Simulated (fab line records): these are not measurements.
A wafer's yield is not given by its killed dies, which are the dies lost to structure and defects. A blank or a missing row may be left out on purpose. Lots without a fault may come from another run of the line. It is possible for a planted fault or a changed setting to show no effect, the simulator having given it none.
Problem report in the 8D (eight disciplines) form, filled by code	flow gf180mcu	the parts of the form that need people (team, actions taken, sign-off) are left out

1. WHAT WENT WRONG
Wafers free of any fault read 41.5 nm (standard deviation 0.56) for MIM_CVD_05_THK at GF_MIM_THK_MEAS_06, against a mean of 46.0 nm on 3 wafers of 2 lots. That is +8.1 standard deviations from the usual mean.
First seen on wafer L433.3, day 28 16:25, on filmMetro-03. Wafers with a number at this step in the record: 18, from 6 lots. Rule for "out", or "out of limits": more than 4 standard deviations from the usual mean. Any other wafer with a number is counted as sound.

2. WHAT THIS IS AND IS NOT
question	is	is not
which readings at this step	MIM_CVD_05_THK	-
which lots	L433, L438	L425, L427, L436, L445
which wafers of those lots	L433.3, L433.5, L438.5	L433.2, L438.4, L438.6
read on which gauges	filmMetro-01, filmMetro-03	filmMetro-02
when	from day 28 16:25	up to then (7 sound wafers); but 8 sound wafers of L436, L438, L445 came after

3. SUSPECTS, AND WHAT RULES EACH OUT
Counting: if a tool at a process step up to the reading ran every lot that is out, it stays a suspect. Sound lots after the first of them don't rule it out here, since some wafers of a struck lot are sound.
- the gauge at GF_MIM_THK_MEAS_06 has been ruled out. 2 gauges (filmMetro-01, filmMetro-03) read the wafers that are out.
- pvdSputter-04 at GF_V4_SPUTTER_22 (material TiN, target thk 10 nm, time 40 s): kept. It ran every lot that is out, first L433 (day 28 15:31).
- cvdW-02 at GF_V4_CVD_23 (deposits W, target thk 350 nm, time 104.9 s): kept. It ran every lot that is out, first L433 (day 28 15:33).
- pecvd-02 at GF_MIM_CVD_05 (deposits Si3N4, target thk 42 nm, time 29.086 s): kept. It ran every lot that is out, first L433 (day 28 16:22); its last sound lot up to then is L425 (day 26 08:35). Its own runLengthS readings are out on those wafers.
- pecvd-02, GF_MIM_CVD_05: wafers that are out in chamber 0, sound lot-mates in chambers 1, 2.
Left after counting: pvdSputter-04 at GF_V4_SPUTTER_22, cvdW-02 at GF_V4_CVD_23, pecvd-02 at GF_MIM_CVD_05.

4. THE CAUSE (what the simulator had put in)
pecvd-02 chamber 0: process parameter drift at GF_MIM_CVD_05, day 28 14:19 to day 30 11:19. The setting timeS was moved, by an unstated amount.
After counting, 3 suspects remain, this tool included.

5. THE CHAIN OF EFFECTS, in route order
Each row: a reading where the mean over the struck wafers with a number is more than 3 standard deviations away from the usual. Scope: only readings with a usual standard deviation given in the record; hours: median across lots of the time from each lot's start at the first step in this table that gives one to its start at this step; sigmas: change in usual standard deviations.
hours	step	reading	usual	on struck wafers	change	sigmas
0	GF_MIM_CVD_05	runLengthS	57.1 s	60.4	+3.3	+8.7
0	GF_MIM_THK_MEAS_06	MIM_CVD_05_THK	41.5 nm	46.0	+4.5	+8.1
Process steps it contains:
- GF_MIM_CVD_05: deposits Si3N4, target thk 42 nm, time 29.086 s.
Later steps that measure or inspect, where all struck wafers having a row at the step show a number for every such reading and not one has moved that far: GF_MIM_RS_MEAS_10, GF_MIM_THK_MEAS_11, GF_M5_CD_MEAS_07, GF_M5_OVL_MEAS_08.

6. WHAT WOULD HAVE CAUGHT IT SOONER
The first out-of-limits reading at a measuring or inspecting step in this record came at day 28 16:25, 2 hours after the fault's start at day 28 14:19.
Tool's own readings at GF_MIM_CVD_05, runLengthS: out on all struck wafers the step has rows for; an alarm limit on them would have tripped on the first.
Of the lots that are out (2), L438 began GF_MIM_CVD_05 on pecvd-02 after day 28 16:25. Holding the tool at that time would have saved it.
